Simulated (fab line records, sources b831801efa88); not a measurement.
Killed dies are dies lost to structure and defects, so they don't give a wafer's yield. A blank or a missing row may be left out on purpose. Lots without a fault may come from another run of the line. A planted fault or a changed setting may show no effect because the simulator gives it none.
fab line records | flow sky130 | part 1 of 2: steps 1 to 28 of 38
record lots=5 wafers=15 last_day=49
route steps=708 shown VT_ADJUST_HVTP@88 VT_ADJUST_LVTN@97 VT_ADJUST_NCORE@119
lots that met no fault: from a run of the same line without faults
start_h: hours from the record's first day to the start of the lot's first wafer shown | wait_h: hours since the lot's step before | " the same as in the row above | L1.1+2: a row that stands for several wafers | - no value, or no start given | * or withheld: withheld | < > ~ a bound
route shown NAME@n: a module of which the file shows steps, and the number in the route of the first | usual: mean/standard deviation of fault-free wafers | same: alike in all rows | chamber/n: place in a boat | sites: the reading at each site | _std_site: their standard deviation | _edge_site: outer sites' mean less inner sites' | radius_mm: how far each site lies from the wafer's centre | mask NAME#n: copy n | behind: the tool/chamber that last shaped the wafer | hold: why the lot was held/for how many hours/how that ended | device: the transistor (n, p or np) that didn't switch | end of line: the same wafers' tests at the end of the route | a step without rows: its recipe alone | killed: dies lost to structure and defects at the first sort, not the wafer's yield | map: a wafer's dies, x killed, . not, _ none there
set.NAME: the setting as run; set.NAME@STEP: as run at that earlier step | model.NAME: the simulator's own value behind a step, which no gauge read
lots at some steps of the route; a table a step, a row a wafer
services: from which hour (start_h, from the record's first day; less than 0 if before it) a tool's chamber was out of use, for how many hours, and why
## steps
# step SKY_VT_ADJUST_HVTP_SOFTBAKE_03
# recipe temp_c=90 time_s=60 resist=NOVOLAK
# usual heater_power_total_W=56.59/0.046
# columns lot.wafer tool chamber start_h wait_h heater_power_total_W
L078.4 litho_track-03 0 137.42 0.1 56.60
L078.5 " 0 " " 56.64
L078.6 " 0 " " 56.58
L084.2 litho_track-01 0 173.41 0.1 56.61
L084.3 " 0 " " 56.60
L084.5 " 0 " " 56.62
L085.2 litho_track-03 0 179.51 0.1 56.64
L085.3 " 0 " " 56.60
L085.6 " 0 " " 56.48
L091.4 litho_track-03 0 219.01 0.1 56.65
L091.5 " 0 " " 56.58
L091.6 " 0 " " 56.63
L094.1 litho_track-03 0 235.39 0.1 56.69
L094.5 " 0 " " 56.53
L094.6 " 0 " " 56.57
# step SKY_VT_ADJUST_HVTP_EXPOSE_04
# recipe mask_id=HVTPM na=0.6 source_shape=conventional sigma_outer=0.6 polarization=unpolarized target_cd_nm=380 dose_mj=140
# usual reticle_temp_C=23.00/0.099
# columns lot.wafer tool chamber start_h wait_h mask reticle_temp_C
L078.4 iline_stepper-01 0 - - HVTPM#0 22.95
L078.5 " 0 " " HVTPM#0 22.96
L078.6 " 0 " " HVTPM#0 23.05
L084.2 iline_stepper-02 0 - - HVTPM#0 22.81
L084.3 " 0 " " HVTPM#0 22.99
L084.5 " 0 " " HVTPM#0 23.09
L085.2 iline_stepper-02 0 - - HVTPM#0 23.08
L085.3 " 0 " " HVTPM#0 23.10
L085.6 " 0 " " HVTPM#0 23.16
L091.4 iline_stepper-02 0 - - HVTPM#0 23.07
L091.5 " 0 " " HVTPM#0 23.07
L091.6 " 0 " " HVTPM#0 22.96
L094.1 iline_stepper-01 0 - - HVTPM#0 22.97
L094.5 " 0 " " HVTPM#0 22.66
L094.6 " 0 " " HVTPM#0 23.01
# step SKY_VT_ADJUST_HVTP_PEB_05
# recipe temp_c=withheld time_s=* resist=NOVOLAK
# columns lot.wafer tool chamber start_h wait_h
L078.4+5+6 litho_track-04 0 - -
L084.2+3+5 litho_track-03 0 - -
L085.2+3+6 litho_track-04 0 - -
L091.4+5+6 litho_track-01 0 - -
L094.1+5+6 litho_track-01 0 - -
# step SKY_VT_ADJUST_HVTP_DEVELOP_06
# recipe resist=NOVOLAK developer=TMAH develop_time_s=60 dev_temp_c=23
# columns lot.wafer tool chamber start_h wait_h
L078.4+5+6 litho_track-04 0 147.12 0.1
L084.2+3+5 litho_track-03 0 183.56 0.1
L085.2+3+6 litho_track-04 0 189.67 0.1
L091.4+5+6 litho_track-01 0 229.31 0.1
L094.1+5+6 litho_track-01 0 246.63 0.1
# step SKY_VT_ADJUST_HVTP_CD_MEAS_07
# recipe target_cd_nm=380
# usual cd_nm=380.2/2.5
# columns lot.wafer tool chamber start_h wait_h cd_nm
L078.4 cd_sem-02 - 147.26 0.1 383.8
L078.5 " - " " 383.5
L078.6 " - " " 380.7
L084.2 cd_sem-02 - 183.71 0.1 382.3
L084.3 " - " " 381.3
L084.5 " - " " 380.5
L085.2 cd_sem-01 - 189.82 0.1 381.7
L085.3 " - " " 383.8
L085.6 " - " " 384.2
L091.4 cd_sem-02 - 229.44 0.1 377.3
L091.5 " - " " 379.9
L091.6 " - " " 378.7
L094.1 cd_sem-02 - 246.78 0.1 376.9
L094.5 " - " " 379.2
L094.6 " - " " 377.4
# step SKY_VT_ADJUST_HVTP_OVL_MEAS_08
# usual VT_ADJUST_HVTP_OVL=-0.8/1.4
# columns lot.wafer tool chamber start_h wait_h VT_ADJUST_HVTP_OVL[nm]
L078.4 overlay-02 - 147.34 0.1 0.6
L078.5 " - " " -1.3
L078.6 " - " " -0.1
L084.2 overlay-02 - 183.82 0.1 0.1
L084.3 " - " " 0.4
L084.5 " - " " 0.6
L085.2 overlay-02 - 189.92 0.1 -0.1
L085.3 " - " " 1.3
L085.6 " - " " -2.6
L091.4 overlay-02 - 229.52 0.1 -2.3
L091.5 " - " " -0.1
L091.6 " - " " -2.0
L094.1 overlay-01 - 246.90 0.1 0.5
L094.5 " - " " 1.4
L094.6 " - " " -0.3
# step SKY_VT_ADJUST_HVTP_IMPLANT_09
# recipe species=As energy_kev=150 dose_cm2=4.3e+12 tilt_deg=withheld
# usual beam_on_s=10.02/0.21
# columns lot.wafer tool chamber start_h wait_h beam_on_s
L078.4 implanter-02 0 147.43 0.1 9.71
L078.5 " 0 " " 10.73
L078.6 " 0 " " 9.99
L084.2 implanter-03 0 183.87 0.0 10.28
L084.3 " 0 " " 10.09
L084.5 " 0 " " 9.90
L085.2 implanter-01 0 189.98 0.0 9.82
L085.3 " 0 " " 10.46
L085.6 " 0 " " 10.07
L091.4 implanter-01 0 229.61 0.1 10.24
L091.5 " 0 " " 10.25
L091.6 " 0 " " 10.11
L094.1 implanter-03 0 246.94 0.0 10.10
L094.5 " 0 " " 10.06
L094.6 " 0 " " 9.99
# step SKY_VT_ADJUST_HVTP_STRIP_10
# recipe chemistry=O2/N2 power_w=1400 pressure_mtorr=1500 platen_temp_c=withheld o2_flow_sccm=3000 n2_flow_sccm=300 overash_fraction=0.5
# usual drypump_motor_current_A=5.7/0.38 oes_product_au=0.716/0.0041 strip_time_to_endpoint_s=14.18/0.043
# columns lot.wafer tool chamber start_h wait_h drypump_motor_current_A oes_product_au rf_hours_counter_h strip_time_to_endpoint_s
L078.4 plasma_asher-04 0 147.54 0.1 5.7 0.718 - 14.23
L078.5 " 1 " " 5.8 0.721 - 14.25
L078.6 " 0 " " 5.8 0.718 - 14.26
L084.2 plasma_asher-04 1 184.00 0.1 5.8 0.709 6 14.15
L084.3 " 0 " " 5.8 0.719 - 14.17
L084.5 " 1 " " 5.8 0.711 - 14.17
L085.2 plasma_asher-03 1 190.10 0.1 5.2 0.712 35 14.20
L085.3 " 1 " " 5.2 0.708 - 14.16
L085.6 " 0 " " 5.3 0.709 - 14.19
L091.4 plasma_asher-03 0 229.72 0.1 5.3 0.716 - 14.13
L091.5 " 1 " " 5.2 0.712 - 14.16
L091.6 " 0 " " 5.3 0.708 - 14.19
L094.1 plasma_asher-03 0 247.09 0.1 5.3 0.717 41 14.12
L094.5 " 0 " " 5.2 0.712 - 14.14
L094.6 " 1 " " 5.2 0.710 - 14.11
# step SKY_VT_ADJUST_HVTP_TW_MEAS_11
# usual VT_ADJUST_HVTP_TW=1360/10
# columns lot.wafer tool chamber start_h wait_h VT_ADJUST_HVTP_TW
L078.4 film_metro-04 - 147.63 0.1 1370
L078.5 " - " " 1373
L078.6 " - " " 1375
L084.2 film_metro-01 - 184.11 0.1 1354
L084.3 " - " " 1360
L084.5 " - " " 1353
L085.2 film_metro-02 - 190.21 0.1 1345
L085.3 " - " " 1351
L085.6 " - " " 1344
L091.4 film_metro-02 - 229.82 0.1 1367
L091.5 " - " " 1364
L091.6 " - " " 1376
L094.1 film_metro-01 - 247.19 0.1 1366
L094.5 " - " " 1361
L094.6 " - " " 1359
# step SKY_VT_ADJUST_LVTN_DEHYDRATE_00
# recipe temp_c=200 time_s=60
# usual heater_power_total_W=160.37/0.13
# columns lot.wafer tool chamber start_h wait_h heater_power_total_W
L078.4 litho_track-03 0 157.12 9.5 160.38
L078.5 " 0 " " 160.24
L078.6 " 0 " " 160.19
L084.2 litho_track-01 0 194.61 10.5 160.59
L084.3 " 0 " " 160.50
L084.5 " 0 " " 160.32
L085.2 litho_track-03 0 200.56 10.3 160.35
L085.3 " 0 " " 160.29
L085.6 " 0 " " 160.53
L091.4 litho_track-02 0 239.42 9.6 160.38
L091.5 " 0 " " 160.26
L091.6 " 0 " " 160.39
L094.1 litho_track-03 0 258.59 11.4 160.35
L094.5 " 0 " " 160.31
L094.6 " 0 " " 160.40
# step SKY_VT_ADJUST_LVTN_HMDS_01
# recipe prime_time_s=60 prime_temp_c=120
# columns lot.wafer tool chamber start_h wait_h
L078.4+5+6 litho_track-03 0 157.27 0.1
L084.2+3+5 litho_track-01 0 194.76 0.1
L085.2+3+6 litho_track-03 0 200.71 0.1
L091.4+5+6 litho_track-02 0 239.57 0.1
L094.1+5+6 litho_track-03 0 258.74 0.1
# step SKY_VT_ADJUST_LVTN_COAT_02
# recipe spin_rpm=2000 resist_thk_nm=3000
# columns lot.wafer tool chamber start_h wait_h
L078.4+5+6 litho_track-03 0 157.42 0.1
L084.2+3+5 litho_track-01 0 194.91 0.1
L085.2+3+6 litho_track-03 0 200.86 0.1
L091.4+5+6 litho_track-02 0 239.72 0.1
L094.1+5+6 litho_track-03 0 258.89 0.1
# step SKY_VT_ADJUST_LVTN_SOFTBAKE_03
# recipe temp_c=110 time_s=withheld
# usual heater_power_total_W=65.33/0.14
# columns lot.wafer tool chamber start_h wait_h heater_power_total_W
L078.4 litho_track-03 0 157.59 0.1 65.30
L078.5 " 0 " " 65.21
L078.6 " 0 " " 65.33
L084.2 litho_track-01 0 195.06 0.1 65.13
L084.3 " 0 " " 65.10
L084.5 " 0 " " 65.46
L085.2 litho_track-03 0 201.02 0.1 65.42
L085.3 " 0 " " 65.39
L085.6 " 0 " " 65.18
L091.4 litho_track-02 0 239.90 0.1 65.36
L091.5 " 0 " " 65.30
L091.6 " 0 " " 65.10
L094.1 litho_track-03 0 259.04 0.1 65.43
L094.5 " 0 " " 65.09
L094.6 " 0 " " 65.43
# step SKY_VT_ADJUST_LVTN_EXPOSE_04
# recipe mask_id=NWM_COMPLEMENT_LESS_NATIVE na=0.6 source_shape=conventional sigma_outer=0.6 polarization=unpolarized target_cd_nm=840 dose_mj=194
# usual reticle_temp_C=23.00/0.098
# columns lot.wafer tool chamber start_h wait_h mask reticle_temp_C
L078.4 iline_stepper-02 0 - - NWM_COMPLEMENT_LESS_NATIVE#0 23.22
L078.5 " 0 " " NWM_COMPLEMENT_LESS_NATIVE#0 23.16
L078.6 " 0 " " NWM_COMPLEMENT_LESS_NATIVE#0 22.90
L084.2 iline_stepper-01 0 - - NWM_COMPLEMENT_LESS_NATIVE#0 23.06
L084.3 " 0 " " NWM_COMPLEMENT_LESS_NATIVE#0 23.02
L084.5 " 0 " " NWM_COMPLEMENT_LESS_NATIVE#0 23.15
L085.2 iline_stepper-01 0 - - NWM_COMPLEMENT_LESS_NATIVE#0 22.85
L085.3 " 0 " " NWM_COMPLEMENT_LESS_NATIVE#0 22.98
L085.6 " 0 " " NWM_COMPLEMENT_LESS_NATIVE#0 22.81
L091.4 iline_stepper-01 0 - - NWM_COMPLEMENT_LESS_NATIVE#0 23.02
L091.5 " 0 " " NWM_COMPLEMENT_LESS_NATIVE#0 23.03
L091.6 " 0 " " NWM_COMPLEMENT_LESS_NATIVE#0 22.99
L094.1 iline_stepper-02 0 - - NWM_COMPLEMENT_LESS_NATIVE#0 23.01
L094.5 " 0 " " NWM_COMPLEMENT_LESS_NATIVE#0 22.89
L094.6 " 0 " " NWM_COMPLEMENT_LESS_NATIVE#0 23.12
# step SKY_VT_ADJUST_LVTN_PEB_05
# recipe temp_c=115 time_s=withheld
# usual heater_power_total_W=69.34/0.12
# columns lot.wafer tool chamber start_h wait_h heater_power_total_W
L078.4 litho_track-03 0 - - 69.40
L078.5 " 0 " " 69.40
L078.6 " 0 " " 69.55
L084.2 litho_track-03 0 - - 69.40
L084.3 " 0 " " 69.47
L084.5 " 0 " " 69.39
L085.2 litho_track-02 0 - - 69.28
L085.3 " 0 " " 69.55
L085.6 " 0 " " 69.42
L091.4 litho_track-03 0 - - 69.23
L091.5 " 0 " " 69.11
L091.6 " 0 " " 69.33
L094.1 litho_track-02 0 - - 69.34
L094.5 " 0 " " 69.21
L094.6 " 0 " " 69.10
# step SKY_VT_ADJUST_LVTN_DEVELOP_06
# recipe wall_angle_deg=90 developer=TMAH develop_time_s=60 dev_temp_c=23
# columns lot.wafer tool chamber start_h wait_h
L078.4+5+6 litho_track-03 0 - -
L084.2+3+5 litho_track-03 0 - -
L085.2+3+6 litho_track-02 0 - -
L091.4+5+6 litho_track-03 0 - -
L094.1+5+6 litho_track-02 0 - -
# step SKY_VT_ADJUST_LVTN_OVL_MEAS_07
# usual VT_ADJUST_LVTN_OVL=0.0/1.3
# columns lot.wafer tool chamber start_h wait_h VT_ADJUST_LVTN_OVL[nm]
L078.4 overlay-01 - 167.81 - -2.2
L078.5 " - " " -1.9
L078.6 " - " " -2.4
L084.2 overlay-01 - 205.70 - 1.4
L084.3 " - " " 1.2
L084.5 " - " " 1.7
L085.2 overlay-02 - 211.56 - -1.1
L085.3 " - " " -1.6
L085.6 " - " " -0.9
L091.4 overlay-01 - 251.46 - 0.7
L091.5 " - " " 0.0
L091.6 " - " " 0.5
L094.1 overlay-02 - 270.40 - 1.2
L094.5 " - " " 1.3
L094.6 " - " " 1.6
# step SKY_VT_ADJUST_LVTN_IMPLANT_08
# recipe species=B energy_kev=30 dose_cm2=1.57e+12 tilt_deg=withheld
# usual beam_on_s=9.99/0.18
# columns lot.wafer tool chamber start_h wait_h beam_on_s
L078.4 implanter-04 0 167.90 0.1 9.96
L078.5 " 0 " " 9.83
L078.6 " 0 " " 9.98
L084.2 implanter-01 0 205.75 0.0 10.26
L084.3 " 0 " " 10.42
L084.5 " 0 " " 9.82
L085.2 implanter-04 0 211.61 0.0 9.69
L085.3 " 0 " " 10.25
L085.6 " 0 " " 10.07
L091.4 implanter-03 0 251.55 0.1 10.05
L091.5 " 0 " " 10.23
L091.6 " 0 " " 10.13
L094.1 implanter-01 0 270.43 0.0 9.97
L094.5 " 0 " " 9.89
L094.6 " 0 " " 9.99
# step SKY_VT_ADJUST_LVTN_STRIP_09
# recipe chemistry=O2/N2 power_w=1400 pressure_mtorr=1500 platen_temp_c=withheld o2_flow_sccm=3000 n2_flow_sccm=300 overash_fraction=0.5
# usual drypump_motor_current_A=5.7/0.44 oes_product_au=0.722/0.0042 strip_time_to_endpoint_s=36.92/0.086
# columns lot.wafer tool chamber start_h wait_h drypump_motor_current_A oes_product_au rf_hours_counter_h strip_time_to_endpoint_s
L078.4 plasma_asher-03 0 168.01 0.1 5.3 0.722 - 37.04
L078.5 " 0 " " 5.3 0.723 - 36.96
L078.6 " 1 " " 5.2 0.721 - 37.01
L084.2 plasma_asher-01 0 205.88 0.1 6.1 0.725 55 36.80
L084.3 " 0 " " 6.1 0.727 - 36.93
L084.5 " 1 " " 5.9 0.725 - 36.85
L085.2 plasma_asher-01 1 211.74 0.1 5.9 0.723 56 36.93
L085.3 " 1 " " 5.9 0.721 - 36.92
L085.6 " 1 " " 5.9 0.727 - 36.81
L091.4 plasma_asher-03 1 251.66 0.1 5.2 0.721 - 36.89
L091.5 " 0 " " 5.3 0.721 - 36.96
L091.6 " 1 " " 5.2 0.723 - 36.89
L094.1 plasma_asher-02 0 270.58 0.1 5.6 0.725 59 36.96
L094.5 " 1 " " 6.4 0.720 - 37.05
L094.6 " 0 " " 5.6 0.727 - 37.02
# step SKY_VT_ADJUST_LVTN_TW_MEAS_10
# usual VT_ADJUST_LVTN_TW=244.0/1.7
# columns lot.wafer tool chamber start_h wait_h VT_ADJUST_LVTN_TW
L078.4 film_metro-03 - 168.11 0.1 245.0
L078.5 " - " " 244.0
L078.6 " - " " 242.7
L084.2 film_metro-03 - 205.99 0.1 245.3
L084.3 " - " " 246.1
L084.5 " - " " 246.1
L085.2 film_metro-02 - 211.85 0.1 241.8
L085.3 " - " " 241.3
L085.6 " - " " 241.7
L091.4 film_metro-02 - 251.76 0.1 242.8
L091.5 " - " " 241.7
L091.6 " - " " 241.7
L094.1 film_metro-02 - 270.68 0.1 243.7
L094.5 " - " " 243.3
L094.6 " - " " 242.2
# step SKY_VT_ADJUST_LVTN_DEHYDRATE_11
# recipe temp_c=200 time_s=60
# usual heater_power_total_W=160.35/0.12
# columns lot.wafer tool chamber start_h wait_h heater_power_total_W
L078.4 litho_track-03 0 177.36 9.2 160.35
L078.5 " 0 " " 160.35
L078.6 " 0 " " 160.45
L084.2 litho_track-03 0 215.86 9.9 160.21
L084.3 " 0 " " 160.27
L084.5 " 0 " " 160.35
L085.2 litho_track-03 0 222.11 10.3 160.23
L085.3 " 0 " " 160.38
L085.6 " 0 " " 160.55
L091.4 litho_track-01 0 262.85 11.1 160.49
L091.5 " 0 " " 160.28
L091.6 " 0 " " 160.29
L094.1 litho_track-02 0 282.05 11.4 160.37
L094.5 " 0 " " 160.45
L094.6 " 0 " " 160.33
# step SKY_VT_ADJUST_LVTN_HMDS_12
# recipe prime_time_s=60 prime_temp_c=120
# columns lot.wafer tool chamber start_h wait_h
L078.4+5+6 litho_track-03 0 177.51 0.1
L084.2+3+5 litho_track-03 0 216.01 0.1
L085.2+3+6 litho_track-03 0 222.26 0.1
L091.4+5+6 litho_track-01 0 263.00 0.1
L094.1+5+6 litho_track-02 0 282.20 0.1
# step SKY_VT_ADJUST_LVTN_COAT_13
# recipe resist=NOVOLAK spin_rpm=3000 resist_thk_nm=1140
# columns lot.wafer tool chamber start_h wait_h
L078.4+5+6 litho_track-03 0 177.66 0.1
L084.2+3+5 litho_track-03 0 216.16 0.1
L085.2+3+6 litho_track-03 0 222.41 0.1
L091.4+5+6 litho_track-01 0 263.15 0.1
L094.1+5+6 litho_track-02 0 282.35 0.1
# step SKY_VT_ADJUST_LVTN_SOFTBAKE_14
# recipe temp_c=90 time_s=60 resist=NOVOLAK
# usual heater_power_total_W=56.60/0.047
# columns lot.wafer tool chamber start_h wait_h heater_power_total_W
L078.4 litho_track-03 0 177.81 0.1 56.56
L078.5 " 0 " " 56.65
L078.6 " 0 " " 56.62
L084.2 litho_track-03 0 216.31 0.1 56.58
L084.3 " 0 " " 56.66
L084.5 " 0 " " 56.59
L085.2 litho_track-03 0 222.56 0.1 56.55
L085.3 " 0 " " 56.58
L085.6 " 0 " " 56.72
L091.4 litho_track-01 0 263.30 0.1 56.63
L091.5 " 0 " " 56.64
L091.6 " 0 " " 56.62
L094.1 litho_track-02 0 282.50 0.1 56.60
L094.5 " 0 " " 56.62
L094.6 " 0 " " 56.64
# step SKY_VT_ADJUST_LVTN_EXPOSE_15
# recipe mask_id=HVN_STD_DERIVED na=0.6 source_shape=conventional sigma_outer=0.6 polarization=unpolarized target_cd_nm=600 dose_mj=163
# usual reticle_temp_C=23.04/0.089
# columns lot.wafer tool chamber start_h wait_h mask reticle_temp_C
L078.4 iline_stepper-02 0 - - HVN_STD_DERIVED#0 22.97
L078.5 " 0 " " HVN_STD_DERIVED#0 23.12
L078.6 " 0 " " HVN_STD_DERIVED#0 22.97
L084.2 iline_stepper-01 0 - - HVN_STD_DERIVED#0 22.94
L084.3 " 0 " " HVN_STD_DERIVED#0 23.02
L084.5 " 0 " " HVN_STD_DERIVED#0 22.94
L085.2 iline_stepper-01 0 - - HVN_STD_DERIVED#0 23.01
L085.3 " 0 " " HVN_STD_DERIVED#0 23.02
L085.6 " 0 " " HVN_STD_DERIVED#0 22.99
L091.4 iline_stepper-02 0 - - HVN_STD_DERIVED#0 23.00
L091.5 " 0 " " HVN_STD_DERIVED#0 23.04
L091.6 " 0 " " HVN_STD_DERIVED#0 22.99
L094.1 iline_stepper-02 0 - - HVN_STD_DERIVED#0 23.01
L094.5 " 0 " " HVN_STD_DERIVED#0 23.14
L094.6 " 0 " " HVN_STD_DERIVED#0 23.12
# step SKY_VT_ADJUST_LVTN_PEB_16
# recipe temp_c=withheld time_s=* resist=NOVOLAK
# columns lot.wafer tool chamber start_h wait_h
L078.4+5+6 litho_track-03 0 - -
L084.2+3+5 litho_track-02 0 - -
L085.2+3+6 litho_track-03 0 - -
L091.4+5+6 litho_track-02 0 - -
L094.1+5+6 litho_track-01 0 - -
# step SKY_VT_ADJUST_LVTN_DEVELOP_17
# recipe resist=NOVOLAK developer=TMAH develop_time_s=60 dev_temp_c=23
# columns lot.wafer tool chamber start_h wait_h
L078.4+5+6 litho_track-03 0 188.16 0.1
L084.2+3+5 litho_track-02 0 226.12 0.1
L085.2+3+6 litho_track-03 0 232.31 0.1
L091.4+5+6 litho_track-02 0 275.47 0.1
L094.1+5+6 litho_track-01 0 294.23 0.1
# step SKY_VT_ADJUST_LVTN_OVL_MEAS_18
# usual VT_ADJUST_LVTN_01_OVL=0.8/1.3
# columns lot.wafer tool chamber start_h wait_h VT_ADJUST_LVTN_01_OVL[nm]
L078.4 overlay-01 - 188.26 0.1 1.5
L078.5 " - " " 0.5
L078.6 " - " " 1.4
L084.2 overlay-02 - 226.26 0.1 1.0
L084.3 " - " " 0.4
L084.5 " - " " 0.6
L085.2 overlay-02 - 232.45 0.1 1.6
L085.3 " - " " -0.8
L085.6 " - " " -0.4
L091.4 overlay-02 - 275.57 0.1 0.9
L091.5 " - " " 0.3
L091.6 " - " " -0.6
L094.1 overlay-01 - 294.38 0.1 0.6
L094.5 " - " " -0.6
L094.6 " - " " 1.2
